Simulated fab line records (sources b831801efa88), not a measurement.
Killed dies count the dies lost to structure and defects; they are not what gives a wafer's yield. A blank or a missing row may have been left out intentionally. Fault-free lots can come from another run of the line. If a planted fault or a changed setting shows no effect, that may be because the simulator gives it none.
fab line records ; flow gf180mcu
[record] lots = 7; wafers = 21; lastDay = 34
route steps=602 shown LVPWELL@63 MVSD@66 MVPSD@78 VT_IMPLANT@90
lots with no fault: from the same line, run without faults
startH: the number of hours between the record's first day and the start of the first shown wafer of the lot ; waitH: time in hours since the lot's previous step ; " repeats the value in the row above ; L1.1+2: a single row standing in for several wafers ; - no value, or no start given ; * or withheld: withheld ; < > ~ a bound
route shown NAME@n: names a module that has steps shown in the file, with the first one's number in the route ; usual: average and standard deviation across the fault-free wafers ; same: alike in all rows ; chamber/n: place in a boat ; sites: per-site readings ; _std_site: the standard deviation of these ; _edge_site: mean of outer sites minus mean of inner sites ; radiusMm: for every site, how far away it sits from the centre of the wafer ; mask NAME#n: copy n ; behind: tool/chamber where the wafer was last shaped ; hold: what put the lot on hold/how long, in hours/how the hold closed ; device: which transistor (n, p or np) failed to switch ; end of line: the route-end tests of the same wafers ; for a step that has no rows: nothing shown but its recipe ; killed: not the wafer's yield, but the dies lost to structure and defects at the first sort ; map: shows each die of a wafer: x if killed, . if not, _ if none is there
set.NAME: the run value of the setting; set.NAME@STEP: its run value at that earlier step ; model.NAME: the simulator's own value behind a step, which no gauge read
certain route steps with their lots: each step a table, each wafer a row
services: a tool's chamber out of use, with start hour (startH, from the record's first day; less than 0 if before it), hours out, and reason
[[steps]]
[step GF_LVPWELL_IMPLANT_09]
[recipe] species = B; energyKev = 60; doseCm2 = 5e+12; tiltDeg = 0
[step GF_LVPWELL_STRIP_10]
[recipe] chemistry = O2/N2; powerW = 1400; pressureMtorr = 1500; platenTempC = 250; o2FlowSccm = 3000; n2FlowSccm = 300; overashFraction = 0.5
[usual] drypumpMotorCurrentA = 6.0/0.49; heaterPowerW = 322/11; oesProductAu = 0.722/0.0045; stripTimeToEndpointS = 37.00/0.096
lot.wafer;tool;chamber;startH;waitH;drypumpMotorCurrentA;heaterPowerW;oesProductAu;rfHoursCounterH;stripTimeToEndpointS
L414.1;plasmaAsher-04;0;79.48;0.1;5.8;330;0.720;41;36.97
L414.3;plasmaAsher-04;1;79.48;0.1;5.9;321;0.726;-;37.00
L414.5;plasmaAsher-04;0;79.48;0.1;5.8;329;0.721;-;37.04
L417.1;plasmaAsher-04;1;97.62;0.1;5.9;321;0.714;43;37.01
L417.2;plasmaAsher-04;0;97.62;0.1;5.8;326;0.720;43;36.99
L417.4;plasmaAsher-04;0;97.62;0.1;5.8;344;0.724;-;36.94
L420.2;plasmaAsher-04;1;112.52;0.1;5.9;306;0.726;46;37.01
L420.4;plasmaAsher-04;0;112.52;0.1;5.8;334;0.725;-;37.06
L420.6;plasmaAsher-04;0;112.52;0.1;5.8;339;0.722;-;37.04
L430.2;plasmaAsher-01;0;171.27;0.1;6.7;332;0.731;5;36.96
L430.3;plasmaAsher-01;0;171.27;0.1;6.7;328;0.720;-;36.97
L430.5;plasmaAsher-01;0;171.27;0.1;6.7;321;0.727;-;37.05
L431.1;plasmaAsher-01;0;175.92;0.1;6.8;335;0.722;6;36.87
L431.2;plasmaAsher-01;1;175.92;0.1;5.3;317;0.720;6;37.01
L431.3;plasmaAsher-01;1;175.92;0.1;5.3;324;0.719;-;36.99
L432.2;plasmaAsher-04;0;182.67;0.1;5.8;344;0.722;53;36.98
L432.3;plasmaAsher-04;1;182.67;0.1;5.9;321;0.721;-;37.10
L432.4;plasmaAsher-04;0;182.67;0.1;5.8;331;0.717;-;37.25
L435.2;plasmaAsher-02;0;198.77;0.1;5.7;310;0.722;41;36.98
L435.5;plasmaAsher-02;1;198.77;0.1;6.5;313;0.718;-;37.07
L435.6;plasmaAsher-02;0;198.77;0.1;5.7;303;0.722;-;37.00
[step GF_LVPWELL_TW_MEAS_11]
[usual] LVPWELL_TW = 559/3.5
lot.wafer;tool;chamber;startH;waitH;LVPWELL_TW
L414.1;filmMetro-01;-;79.58;0.1;563
L414.3;filmMetro-01;-;79.58;0.1;563
L414.5;filmMetro-01;-;79.58;0.1;562
L417.1;filmMetro-01;-;97.72;0.1;560
L417.2;filmMetro-01;-;97.72;0.1;559
L417.4;filmMetro-01;-;97.72;0.1;559
L420.2;filmMetro-01;-;112.63;0.1;560
L420.4;filmMetro-01;-;112.63;0.1;559
L420.6;filmMetro-01;-;112.63;0.1;561
L430.2;filmMetro-04;-;171.38;0.1;564
L430.3;filmMetro-04;-;171.38;0.1;563
L430.5;filmMetro-04;-;171.38;0.1;564
L431.1;filmMetro-01;-;176.02;0.1;560
L431.2;filmMetro-01;-;176.02;0.1;558
L431.3;filmMetro-01;-;176.02;0.1;560
L432.2;filmMetro-03;-;182.78;0.1;554
L432.3;filmMetro-03;-;182.78;0.1;555
L432.4;filmMetro-03;-;182.78;0.1;553
L435.2;filmMetro-03;-;198.88;0.1;556
L435.5;filmMetro-03;-;198.88;0.1;558
L435.6;filmMetro-03;-;198.88;0.1;558
[step GF_MVSD_DEHYDRATE_00]
[recipe] tempC = 200; timeS = 60
[step GF_MVSD_HMDS_01]
[recipe] primeTimeS = 60; primeTempC = 120
[step GF_MVSD_COAT_02]
[recipe] spinRpm = 2000; resistThkNm = 3000
[step GF_MVSD_SOFTBAKE_03]
[recipe] tempC = 110; timeS = withheld
[step GF_MVSD_EXPOSE_04]
[recipe] maskId = MVSD; targetCdNm = 1000; na = 0.6; sourceShape = conventional; sigmaOuter = 0.6; doseMj = 260
[step GF_MVSD_PEB_05]
[recipe] tempC = 115; timeS = withheld
[step GF_MVSD_DEVELOP_06]
[recipe] wallAngleDeg = 90; developTimeS = 60; devTempC = 23
[step GF_MVSD_OVL_MEAS_07]
[usual] MVSD_OVL = 0.7/1.6
lot.wafer;tool;chamber;startH;waitH;MVSD_OVL[nm]
L414.1;overlay-01;-;93.24;-;-1.4
L414.3;overlay-01;-;93.24;-;-2.2
L414.5;overlay-01;-;93.24;-;0.8
L417.1;overlay-01;-;111.84;-;-0.3
L417.2;overlay-01;-;111.84;-;-2.1
L417.4;overlay-01;-;111.84;-;-1.0
L420.2;overlay-01;-;127.35;-;-1.0
L420.4;overlay-01;-;127.35;-;-0.5
L420.6;overlay-01;-;127.35;-;-0.4
L430.2;overlay-02;-;187.94;-;2.0
L430.3;overlay-02;-;187.94;-;0.8
L430.5;overlay-02;-;187.94;-;1.6
L431.1;overlay-01;-;192.09;-;1.3
L431.2;overlay-01;-;192.09;-;0.8
L431.3;overlay-01;-;192.09;-;1.8
L432.2;overlay-02;-;199.74;-;4.4
L432.3;overlay-02;-;199.74;-;3.3
L432.4;overlay-02;-;199.74;-;1.6
L435.2;overlay-01;-;216.85;-;1.4
L435.5;overlay-01;-;216.85;-;2.4
L435.6;overlay-01;-;216.85;-;1.0
[step GF_MVSD_IMPLANT_08]
[recipe] species = P; energyKev = 400; doseCm2 = 1.6e+13; tiltDeg = 0
[step GF_MVSD_IMPLANT_09]
[recipe] species = P; energyKev = 100; doseCm2 = 5e+12; tiltDeg = 0
[usual] beamEnergyKeV = 99.99/0.031; beamOnS = 10.00/0.19
lot.wafer;tool;chamber;startH;waitH;beamEnergyKeV;beamOnS
L414.1;implanter-01;0;93.42;0.1;99.97;9.99
L414.3;implanter-01;0;93.42;0.1;99.97;9.87
L414.5;implanter-01;0;93.42;0.1;99.96;10.03
L417.1;implanter-04;0;112.02;0.1;100.04;9.70
L417.2;implanter-04;0;112.02;0.1;99.98;10.08
L417.4;implanter-04;0;112.02;0.1;99.98;9.86
L420.2;implanter-04;0;127.56;0.1;100.05;10.05
L420.4;implanter-04;0;127.56;0.1;99.97;9.56
L420.6;implanter-04;0;127.56;0.1;99.99;10.25
L430.2;implanter-04;-;188.15;0.1;-;-
L430.3;implanter-04;-;188.15;0.1;-;-
L430.5;implanter-04;-;188.15;0.1;-;-
L431.1;implanter-02;-;192.27;0.1;-;-
L431.2;implanter-02;-;192.27;0.1;-;-
L431.3;implanter-02;-;192.27;0.1;-;-
L432.2;implanter-01;-;199.95;0.1;-;-
L432.3;implanter-01;-;199.95;0.1;-;-
L432.4;implanter-01;-;199.95;0.1;-;-
L435.2;implanter-01;0;217.06;0.1;99.97;10.30
L435.5;implanter-01;0;217.06;0.1;99.97;10.40
L435.6;implanter-01;0;217.06;0.1;99.98;9.87
[step GF_MVSD_STRIP_10]
[recipe] chemistry = O2/N2; powerW = 1400; pressureMtorr = 1500; platenTempC = 250; o2FlowSccm = 3000; n2FlowSccm = 300; overashFraction = 0.5
[usual] drypumpMotorCurrentA = 5.8/0.55; heaterPowerW = 325/10; oesProductAu = 0.722/0.005; stripTimeToEndpointS = 36.99/0.097
lot.wafer;tool;chamber;startH;waitH;drypumpMotorCurrentA;heaterPowerW;oesProductAu;rfHoursCounterH;stripTimeToEndpointS
L414.1;plasmaAsher-01;0;93.57;0.1;6.8;319;0.725;42;37.08
L414.3;plasmaAsher-01;1;93.57;0.1;5.2;341;0.728;-;37.05
L414.5;plasmaAsher-01;1;93.57;0.1;5.2;332;0.727;-;37.12
L417.1;plasmaAsher-03;1;112.17;0.1;5.0;301;0.724;48;36.82
L417.2;plasmaAsher-03;0;112.17;0.1;5.5;335;0.723;48;36.86
L417.4;plasmaAsher-03;0;112.17;0.1;5.5;331;0.731;-;36.90
L420.2;plasmaAsher-04;0;127.68;0.1;5.8;338;0.716;47;36.85
L420.4;plasmaAsher-04;1;127.68;0.1;5.9;323;0.723;-;36.96
L420.6;plasmaAsher-04;0;127.68;0.1;5.8;334;0.727;-;36.87
L430.2;plasmaAsher-01;1;188.27;0.1;5.2;313;0.717;7;36.88
L430.3;plasmaAsher-01;1;188.27;0.1;5.2;319;0.728;-;36.96
L430.5;plasmaAsher-01;1;188.27;0.1;5.2;316;0.721;-;36.91
L431.1;plasmaAsher-04;1;192.42;0.1;5.9;319;0.727;54;36.99
L431.2;plasmaAsher-04;0;192.42;0.1;5.8;340;0.718;54;37.01
L431.3;plasmaAsher-04;1;192.42;0.1;5.9;325;0.735;-;36.85
L432.2;plasmaAsher-01;1;200.07;0.1;5.2;317;0.717;8;37.05
L432.3;plasmaAsher-01;1;200.07;0.1;5.2;324;0.728;-;37.14
L432.4;plasmaAsher-01;0;200.07;0.1;6.8;320;0.730;-;37.06
L435.2;plasmaAsher-04;0;217.18;0.1;5.8;337;0.710;57;36.98
L435.5;plasmaAsher-04;1;217.18;0.1;5.9;315;0.719;-;36.94
L435.6;plasmaAsher-04;0;217.18;0.1;5.8;341;0.728;-;36.99
[step GF_MVSD_TW_MEAS_11]
[usual] MVSD_TW = 1577/9.5
lot.wafer;tool;chamber;startH;waitH;MVSD_TW
L414.1;filmMetro-04;-;93.67;0.1;1575
L414.3;filmMetro-04;-;93.67;0.1;1581
L414.5;filmMetro-04;-;93.67;0.1;1584
L417.1;filmMetro-03;-;112.27;0.1;1558
L417.2;filmMetro-03;-;112.27;0.1;1564
L417.4;filmMetro-03;-;112.27;0.1;1569
L420.2;filmMetro-03;-;127.79;0.1;1587
L420.4;filmMetro-03;-;127.79;0.1;1584
L420.6;filmMetro-03;-;127.79;0.1;1588
L430.2;filmMetro-01;-;188.38;0.1;1519
L430.3;filmMetro-01;-;188.38;0.1;1519
L430.5;filmMetro-01;-;188.38;0.1;1521
L431.1;filmMetro-03;-;192.52;0.1;1506
L431.2;filmMetro-03;-;192.52;0.1;1502
L431.3;filmMetro-03;-;192.52;0.1;1509
L432.2;filmMetro-03;-;200.18;0.1;1509
L432.3;filmMetro-03;-;200.18;0.1;1505
L432.4;filmMetro-03;-;200.18;0.1;1507
L435.2;filmMetro-03;-;217.29;0.1;1570
L435.5;filmMetro-03;-;217.29;0.1;1565
L435.6;filmMetro-03;-;217.29;0.1;1559
[step GF_MVPSD_DEHYDRATE_00]
[recipe] tempC = 200; timeS = 60
[step GF_MVPSD_HMDS_01]
[recipe] primeTimeS = 60; primeTempC = 120
[step GF_MVPSD_COAT_02]
[recipe] spinRpm = 2000; resistThkNm = 3000
[step GF_MVPSD_SOFTBAKE_03]
[recipe] tempC = 110; timeS = withheld
[step GF_MVPSD_EXPOSE_04]
[recipe] maskId = MVPSD; targetCdNm = 1000; na = 0.6; sourceShape = conventional; sigmaOuter = 0.6; doseMj = 260
[step GF_MVPSD_PEB_05]
[recipe] tempC = 115; timeS = withheld
[step GF_MVPSD_DEVELOP_06]
[recipe] wallAngleDeg = 90; developTimeS = 60; devTempC = 23
[step GF_MVPSD_OVL_MEAS_07]
[usual] MVPSD_OVL = 0.5/1.2
lot.wafer;tool;chamber;startH;waitH;MVPSD_OVL[nm]
L414.1;overlay-01;-;107.99;-;1.6
L414.3;overlay-01;-;107.99;-;0.7
L414.5;overlay-01;-;107.99;-;1.6
L417.1;overlay-02;-;126.64;-;0.1
L417.2;overlay-02;-;126.64;-;1.2
L417.4;overlay-02;-;126.64;-;0.1
L420.2;overlay-02;-;142.65;-;0.6
L420.4;overlay-02;-;142.65;-;-0.5
L420.6;overlay-02;-;142.65;-;0.4
L430.2;overlay-02;-;205.64;-;0.4
L430.3;overlay-02;-;205.64;-;3.6
L430.5;overlay-02;-;205.64;-;2.0
L431.1;overlay-02;-;209.99;-;-1.1
L431.2;overlay-02;-;209.99;-;0.4
L431.3;overlay-02;-;209.99;-;-0.9
L432.2;overlay-01;-;217.20;-;0.8
L432.3;overlay-01;-;217.20;-;-1.1
L432.4;overlay-01;-;217.20;-;2.3
L435.2;overlay-02;-;234.54;-;0.5
L435.5;overlay-02;-;234.54;-;1.0
L435.6;overlay-02;-;234.54;-;0.4
[step GF_MVPSD_IMPLANT_08]
[recipe] species = B; energyKev = 170; doseCm2 = 1.5e+13; tiltDeg = 0
[step GF_MVPSD_IMPLANT_09]
[recipe] species = B; energyKev = 40; doseCm2 = 5e+12; tiltDeg = 0
[step GF_MVPSD_STRIP_10]
[recipe] chemistry = O2/N2; powerW = 1400; pressureMtorr = 1500; platenTempC = 250; o2FlowSccm = 3000; n2FlowSccm = 300; overashFraction = 0.5
[usual] drypumpMotorCurrentA = 5.8/0.36; heaterPowerW = 323/12; oesProductAu = 0.723/0.0043; stripTimeToEndpointS = 37.04/0.088
lot.wafer;tool;chamber;startH;waitH;drypumpMotorCurrentA;heaterPowerW;oesProductAu;rfHoursCounterH;stripTimeToEndpointS
L414.1;plasmaAsher-04;0;108.32;0.1;5.8;343;0.725;45;37.01
L414.3;plasmaAsher-04;1;108.32;0.1;5.9;320;0.715;-;37.05
L414.5;plasmaAsher-04;1;108.32;0.1;5.9;324;0.727;-;37.09
L417.1;plasmaAsher-02;0;126.98;0.1;5.7;311;0.727;34;36.90
L417.2;plasmaAsher-02;1;126.98;0.1;6.5;316;0.719;34;37.03
L417.4;plasmaAsher-02;1;126.98;0.1;6.5;321;0.728;-;36.97
L420.2;plasmaAsher-04;0;142.98;0.1;5.8;343;0.723;49;37.03
L420.4;plasmaAsher-04;1;142.98;0.1;5.9;329;0.722;-;37.12
L420.6;plasmaAsher-04;1;142.98;0.1;5.9;322;0.722;-;37.12
L430.2;plasmaAsher-04;1;205.97;0.1;5.9;316;0.719;55;37.02
L430.3;plasmaAsher-04;0;205.97;0.1;5.8;335;0.730;-;37.09
L430.5;plasmaAsher-04;0;205.97;0.1;5.8;341;0.724;-;37.15
L431.1;plasmaAsher-04;1;210.32;0.1;5.9;316;0.721;56;37.03
L431.2;plasmaAsher-04;0;210.32;0.1;5.8;326;0.726;56;36.86
L431.3;plasmaAsher-04;1;210.32;0.1;5.9;323;0.730;-;37.03
L432.2;plasmaAsher-03;1;217.53;0.1;5.0;308;0.725;59;37.01
L432.3;plasmaAsher-03;0;217.53;0.1;5.5;326;0.729;-;37.19
L432.4;plasmaAsher-03;1;217.53;0.1;5.0;301;0.726;-;37.11
L435.2;plasmaAsher-02;0;234.87;0.1;5.8;312;0.721;45;37.03
L435.5;plasmaAsher-02;1;234.87;0.1;6.5;319;0.723;-;37.02
L435.6;plasmaAsher-02;0;234.87;0.1;5.8;315;0.726;-;37.05
[step GF_MVPSD_TW_MEAS_11]
[usual] MVPSD_TW = 553/3.5
lot.wafer;tool;chamber;startH;waitH;MVPSD_TW
L414.1;filmMetro-04;-;108.42;0.1;555
L414.3;filmMetro-04;-;108.42;0.1;555
L414.5;filmMetro-04;-;108.42;0.1;557
L417.1;filmMetro-03;-;127.08;0.1;551
L417.2;filmMetro-03;-;127.08;0.1;551
L417.4;filmMetro-03;-;127.08;0.1;556
L420.2;filmMetro-04;-;143.09;0.1;562
L420.4;filmMetro-04;-;143.09;0.1;558
L420.6;filmMetro-04;-;143.09;0.1;560
L430.2;filmMetro-01;-;206.08;0.1;557
L430.3;filmMetro-01;-;206.08;0.1;556
L430.5;filmMetro-01;-;206.08;0.1;556
L431.1;filmMetro-01;-;210.42;0.1;552
L431.2;filmMetro-01;-;210.42;0.1;553
L431.3;filmMetro-01;-;210.42;0.1;555
L432.2;filmMetro-04;-;217.64;0.1;550
L432.3;filmMetro-04;-;217.64;0.1;551
L432.4;filmMetro-04;-;217.64;0.1;550
L435.2;filmMetro-03;-;234.98;0.1;548
L435.5;filmMetro-03;-;234.98;0.1;551
L435.6;filmMetro-03;-;234.98;0.1;552
[step GF_VT_IMPLANT_DEHYDRATE_00]
[recipe] tempC = 200; timeS = 60
[step GF_VT_IMPLANT_HMDS_01]
[recipe] primeTimeS = 60; primeTempC = 120
[step GF_VT_IMPLANT_COAT_02]
[recipe] resist = NOVOLAK; spinRpm = 3000; resistThkNm = 1000
[step GF_VT_IMPLANT_SOFTBAKE_03]
[recipe] tempC = 90; timeS = 60; resist = NOVOLAK
[step GF_VT_IMPLANT_EXPOSE_04]
[recipe] maskId = LVPWELL_LV_AREA; targetCdNm = 600; na = 0.6; sourceShape = conventional; sigmaOuter = 0.6; doseMj = 140
[step GF_VT_IMPLANT_PEB_05]
[recipe] tempC = withheld; timeS = *; resist = NOVOLAK
[step GF_VT_IMPLANT_DEVELOP_06]
[recipe] developTimeS = 60; devTempC = 23
[step GF_VT_IMPLANT_OVL_MEAS_07]
[usual] VT_IMPLANT_OVL = -0.4/1.1
lot.wafer;tool;chamber;startH;waitH;VT_IMPLANT_OVL[nm]
L414.1;overlay-02;-;122.84;0.1;1.5
L414.3;overlay-02;-;122.84;0.1;0.0
L414.5;overlay-02;-;122.84;0.1;0.5
L417.1;overlay-01;-;141.95;0.1;-2.2
L417.2;overlay-01;-;141.95;0.1;0.0
L417.4;overlay-01;-;141.95;0.1;-0.9
L420.2;overlay-02;-;158.14;0.1;-0.4
L420.4;overlay-02;-;158.14;0.1;-1.8
L420.6;overlay-02;-;158.14;0.1;-0.8
L430.2;overlay-02;-;223.14;0.1;1.7
L430.3;overlay-02;-;223.14;0.1;0.7
L430.5;overlay-02;-;223.14;0.1;0.3
L431.1;overlay-02;-;228.24;0.1;-0.1
L431.2;overlay-02;-;228.24;0.1;0.2
L431.3;overlay-02;-;228.24;0.1;-1.4
L432.2;overlay-01;-;235.19;0.1;-0.2
L432.3;overlay-01;-;235.19;0.1;-2.0
L432.4;overlay-01;-;235.19;0.1;-1.1
L435.2;overlay-01;-;252.74;0.1;-1.4
L435.5;overlay-01;-;252.74;0.1;0.1
L435.6;overlay-01;-;252.74;0.1;-1.9
[step GF_VT_IMPLANT_IMPLANT_08]
[recipe] species = BF2; energyKev = 20; doseCm2 = 8.29e+12; tiltDeg = 7
[step GF_VT_IMPLANT_STRIP_09]
[recipe] chemistry = O2/N2; powerW = 1400; pressureMtorr = 1500; platenTempC = 250; o2FlowSccm = 3000; n2FlowSccm = 300; overashFraction = 0.5
[usual] drypumpMotorCurrentA = 5.8/0.6; heaterPowerW = 316/9.9; oesProductAu = 0.716/0.0051; stripTimeToEndpointS = 12.64/0.036
lot.wafer;tool;chamber;startH;waitH;drypumpMotorCurrentA;heaterPowerW;oesProductAu;rfHoursCounterH;stripTimeToEndpointS
L414.1;plasmaAsher-01;0;123.03;0.1;6.7;326;0.713;0;12.65
L414.3;plasmaAsher-01;0;123.03;0.1;6.7;322;0.718;-;12.65
L414.5;plasmaAsher-01;0;123.03;0.1;6.8;322;0.716;-;12.68
L417.1;plasmaAsher-01;0;142.13;0.1;6.8;321;0.711;2;12.69
L417.2;plasmaAsher-01;1;142.13;0.1;5.3;312;0.712;2;12.68
L417.4;plasmaAsher-01;1;142.13;0.1;5.3;323;0.720;-;12.69
L420.2;plasmaAsher-03;0;158.32;0.1;5.5;331;0.707;53;12.65
L420.4;plasmaAsher-03;1;158.32;0.1;5.0;303;0.709;-;12.66
L420.6;plasmaAsher-03;1;158.32;0.1;5.0;307;0.720;-;12.59
L430.2;plasmaAsher-01;1;223.32;0.1;5.3;317;0.722;10;12.66
L430.3;plasmaAsher-01;1;223.32;0.1;5.2;326;0.707;-;12.65
L430.5;plasmaAsher-01;1;223.32;0.1;5.2;321;0.703;-;12.70
L431.1;plasmaAsher-02;0;228.42;0.1;5.7;306;0.715;44;12.69
L431.2;plasmaAsher-02;1;228.42;0.1;6.4;315;0.714;44;12.69
L431.3;plasmaAsher-02;0;228.42;0.1;5.8;310;0.718;-;12.67
L432.2;plasmaAsher-01;1;235.37;0.1;5.2;316;0.719;11;12.65
L432.3;plasmaAsher-01;0;235.37;0.1;6.8;338;0.715;-;12.65
L432.4;plasmaAsher-01;1;235.37;0.1;5.2;315;0.710;-;12.67
L435.2;plasmaAsher-02;1;252.92;0.1;6.4;323;0.719;47;12.65
L435.5;plasmaAsher-02;1;252.92;0.1;6.5;311;0.717;-;12.63
L435.6;plasmaAsher-02;0;252.92;0.1;5.8;307;0.717;-;12.63
[step GF_VT_IMPLANT_TW_MEAS_10]
[usual] VT_IMPLANT_TW = 561.8/3
lot.wafer;tool;chamber;startH;waitH;VT_IMPLANT_TW
L414.1;filmMetro-03;-;123.13;0.1;563.3
L414.3;filmMetro-03;-;123.13;0.1;564.9
L414.5;filmMetro-03;-;123.13;0.1;562.7
L417.1;filmMetro-02;-;142.23;0.1;563.1
L417.2;filmMetro-02;-;142.23;0.1;565.5
L417.4;filmMetro-02;-;142.23;0.1;569.0
L420.2;filmMetro-03;-;158.43;0.1;555.5
L420.4;filmMetro-03;-;158.43;0.1;556.4
L420.6;filmMetro-03;-;158.43;0.1;556.2
L430.2;filmMetro-01;-;223.43;0.1;562.8
L430.3;filmMetro-01;-;223.43;0.1;562.9
L430.5;filmMetro-01;-;223.43;0.1;563.1
L431.1;filmMetro-03;-;228.52;0.1;561.0
L431.2;filmMetro-03;-;228.52;0.1;560.3
L431.3;filmMetro-03;-;228.52;0.1;559.7
L432.2;filmMetro-02;-;235.48;0.1;565.0
L432.3;filmMetro-02;-;235.48;0.1;561.9
L432.4;filmMetro-02;-;235.48;0.1;564.0
L435.2;filmMetro-02;-;253.03;0.1;560.6
L435.5;filmMetro-02;-;253.03;0.1;560.8
L435.6;filmMetro-02;-;253.03;0.1;560.7
[step GF_VT_IMPLANT_DEHYDRATE_11]
[recipe] tempC = 200; timeS = 60
[step GF_VT_IMPLANT_HMDS_12]
[recipe] primeTimeS = 60; primeTempC = 120
[step GF_VT_IMPLANT_COAT_13]
[recipe] resist = NOVOLAK; spinRpm = 3000; resistThkNm = 1000
[step GF_VT_IMPLANT_SOFTBAKE_14]
[recipe] tempC = 90; timeS = 60; resist = NOVOLAK
[step GF_VT_IMPLANT_RS_MEAS_46]
[recipe] thkMeasGauge = four-point-probe
[usual] MVSD_RS = 456.8/1.1
lot.wafer;tool;chamber;startH;waitH;MVSD_RS[ohm/sq]
L414.1;filmMetro-03;-;170.95;0.1;458.4
L414.3;filmMetro-03;-;170.95;0.1;457.3
L414.5;filmMetro-03;-;170.95;0.1;458.1
L417.1;filmMetro-01;-;191.63;0.1;455.3
L417.2;filmMetro-01;-;191.63;0.1;457.0
L417.4;filmMetro-01;-;191.63;0.1;455.0
L420.2;filmMetro-01;-;209.55;0.1;455.8
L420.4;filmMetro-01;-;209.55;0.1;458.2
L420.6;filmMetro-01;-;209.55;0.1;455.3
L430.2;filmMetro-04;-;279.86;0.1;-
L430.3;filmMetro-04;-;279.86;0.1;-
L430.5;filmMetro-04;-;279.86;0.1;-
L431.1;filmMetro-03;-;285.38;0.1;-
L431.2;filmMetro-03;-;285.38;0.1;-
L431.3;filmMetro-03;-;285.38;0.1;-
L432.2;filmMetro-01;-;293.30;0.1;-
L432.3;filmMetro-01;-;293.30;0.1;-
L432.4;filmMetro-01;-;293.30;0.1;-
L435.2;filmMetro-04;-;311.20;0.1;457.6
L435.5;filmMetro-04;-;311.20;0.1;456.5
L435.6;filmMetro-04;-;311.20;0.1;458.8
[[services]]
tool;chamber;startH;hours;kind
implanter-01;-;60.58;1.1;repair
plasmaAsher-03;-;78.96;13.4;repair
plasmaAsher-01;-;95.89;14.6;pm
implanter-01;-;96.74;1.6;repair
plasmaAsher-01;-;110.49;9.0;pm
plasmaAsher-01;0;110.49;9.0;ventCycle
plasmaAsher-01;1;110.49;9.0;ventCycle
plasmaAsher-01;-;119.49;2.8;pm
plasmaAsher-01;0;119.49;-;clean
plasmaAsher-01;1;119.49;-;clean
plasmaAsher-02;-;129.47;6.4;repair
implanter-01;-;130.24;3.3;repair
implanter-02;-;131.36;2.8;repair
implanter-01;-;138.14;1.9;pm
implanter-02;-;159.54;1.8;repair
plasmaAsher-03;-;238.98;4.9;repair
implanter-04;-;247.54;5.3;pm
[[key]]
[firstSign] step = GF_MVSD_IMPLANT_09; reading = toolRecord; direction = missing
[effect] step = GF_MVSD_TW_MEAS_11; reading = MVSD_TW; direction = down; sigmas = 7; usual = 1577; struck = 1511
[effect] step = GF_VT_IMPLANT_RS_MEAS_46; reading = MVSD_RS; direction = missing
metAt GF_MVSD_IMPLANT_09
struckWafers L430.2,L430.3,L430.5,L431.1,L431.2,L431.3,L432.2,L432.3,L432.4
laterRowsLeftOut L430.2,L430.3,L430.5,L431.1,L431.2,L431.3,L432.2,L432.3,L432.4
sortLeftOut L430.2,L430.3,L430.5,L431.1,L431.2,L431.3,L432.2,L432.3,L432.4
testerLeftOut L430,L431,L432
onsetBetween 127.56 188.15
[fault] kind = skippedStepWhole; tool = implanter-01,implanter-02,implanter-04; chamber = -; onsetH = 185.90; steps = GF_MVSD_IMPLANT_09; scope = struckLotsOnly
// testerLeftOut: of these lots the tester's yield and bins aren't shown, on N5 and GAA mostly nor the transistor test; their killed dies are dies lost to structure and defects alone, not to doping, threshold or leakage, so they don't give the yield
// sortLeftOut: the simulated sort isn't trusted on such a fault, so these wafers' sort isn't shown, and their yield isn't known
// laterRowsLeftOut: the simulator's readings of these wafers behind a module that went badly wrong aren't trusted and aren't shown, but for the sort
